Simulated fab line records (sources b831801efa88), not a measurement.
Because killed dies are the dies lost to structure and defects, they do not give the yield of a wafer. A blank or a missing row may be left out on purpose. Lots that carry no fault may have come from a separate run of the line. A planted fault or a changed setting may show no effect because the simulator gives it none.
Split-lot trial + flow sky130 + 23 wafers read from 5 lots, route of 708 steps

THE SPLIT ITSELF
At SKY_SONOS_TUNNEL_DEVELOP_06 (develop time 60 s), the setting develop_time_s was moved away from the recipe's 60 s on 4 of the 23 wafers read, by -10.9% to -5.9%. This setting was run at the recipe's value on the other wafers.

There is no step in the file separating the split from the reading.

THE READING
cd_nm, in nm, at SKY_SONOS_TUNNEL_CD_MEAS_07 (target cd 410 nm). Fault-free wafers of this fab line usually give 409.8 nm, standard deviation 2.5 nm.

| wafer  | tool, chamber at the split | develop_time_s as run, s | against the recipe | cd_nm, nm | against lot-mates on the recipe |
|--------|----------------------------|--------------------------|--------------------|-----------|---------------------------------|
| L074.1 | litho_track-03, 0          | 60                       | recipe             | 407.7     | -                               |
| L074.2 | litho_track-03, 0          | 60                       | recipe             | 406.8     | -                               |
| L074.5 | litho_track-03, 0          | 60                       | recipe             | 409.3     | -                               |
| L077.2 | litho_track-04, 0          | 60                       | recipe             | 413.1     | -                               |
| L077.3 | litho_track-04, 0          | 56.48                    | -5.9%              | 403.3     | -8.9                            |
| L077.4 | litho_track-04, 0          | 60                       | recipe             | 412.3     | -                               |
| L077.5 | litho_track-04, 0          | 60                       | recipe             | 411.1     | -                               |
| L077.6 | litho_track-04, 0          | 56.48                    | -5.9%              | 406.0     | -6.2                            |
| L078.1 | litho_track-03, 0          | 60                       | recipe             | 410.8     | -                               |
| L078.3 | litho_track-03, 0          | 60                       | recipe             | 408.3     | -                               |
| L078.4 | litho_track-03, 0          | 60                       | recipe             | 407.2     | -                               |
| L078.5 | litho_track-03, 0          | 60                       | recipe             | 408.7     | -                               |
| L078.6 | litho_track-03, 0          | 60                       | recipe             | 406.6     | -                               |
| L080.1 | litho_track-04, 0          | 53.44                    | -10.9%             | 407.0     | -7.9                            |
| L080.2 | litho_track-04, 0          | 53.44                    | -10.9%             | 402.0     | -12.9                           |
| L080.3 | litho_track-04, 0          | 60                       | recipe             | 414.1     | -                               |
| L080.5 | litho_track-04, 0          | 60                       | recipe             | 415.1     | -                               |
| L080.6 | litho_track-04, 0          | 60                       | recipe             | 415.4     | -                               |
| L084.1 | litho_track-04, 0          | 60                       | recipe             | 407.6     | -                               |
| L084.2 | litho_track-04, 0          | 60                       | recipe             | 409.3     | -                               |
| L084.3 | litho_track-04, 0          | 60                       | recipe             | 407.1     | -                               |
| L084.4 | litho_track-04, 0          | 60                       | recipe             | 408.3     | -                               |
| L084.6 | litho_track-04, 0          | 60                       | recipe             | 408.1     | -                               |

FIT RESULTS
A straight line over all 23 wafers: cd_nm changes by +0.567 nm for each +1% of develop_time_s; r = +0.57; the points scatter about the line by 2.9 nm.
The same after taking each lot's own level away (the mean of its wafers on the recipe; 23 wafers): +1.01 nm for each +1%; r = +0.93; scatter 1.4 nm.
Per that fit: largest develop_time_s move, reading shift of 11 nm.
Measured against the standard deviation above, the lots' own levels, which go from 407.93 to 414.87 nm, span 2.8 times it.
So the lot-to-lot level blurs the effect unless lot-mates are compared.
Check: with one of the wafers moved furthest among these (-10.9%) left out of the fit, the line predicts -13.3 nm for it against its lot-mates. Against them it came out at -7.87 nm.

FURTHER SPLITS ON THESE WAFERS
Other splits were also applied to these wafers ahead of the reading. Each is held against what the fit with the lots' levels taken away leaves over:
| other split on the same wafers       | wafers away from the commonest value | r with cd_nm (lot level and that fit taken away) |
|--------------------------------------|--------------------------------------|--------------------------------------------------|
| SKY_FIELD_ISO_OXIDATION_01 temp_c    | 18                                   | -0.13                                            |
| SKY_DNWELL_COAT_02 resist_thk_nm     | 7                                    | -0.21                                            |
| SKY_NWELL_IMPLANT_11 dose_cm2        | 5                                    | -0.22                                            |
| SKY_NWELL_IMPLANT_24 dose_cm2        | 11                                   | -0.29                                            |
| SKY_VT_ADJUST_HVTR_EXPOSE_04 dose_mj | 5                                    | -0.11                                            |

THE FILE'S OWN FIT
cd_nm changes by +1.02 nm for each +1% of develop_time_s, r = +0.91.
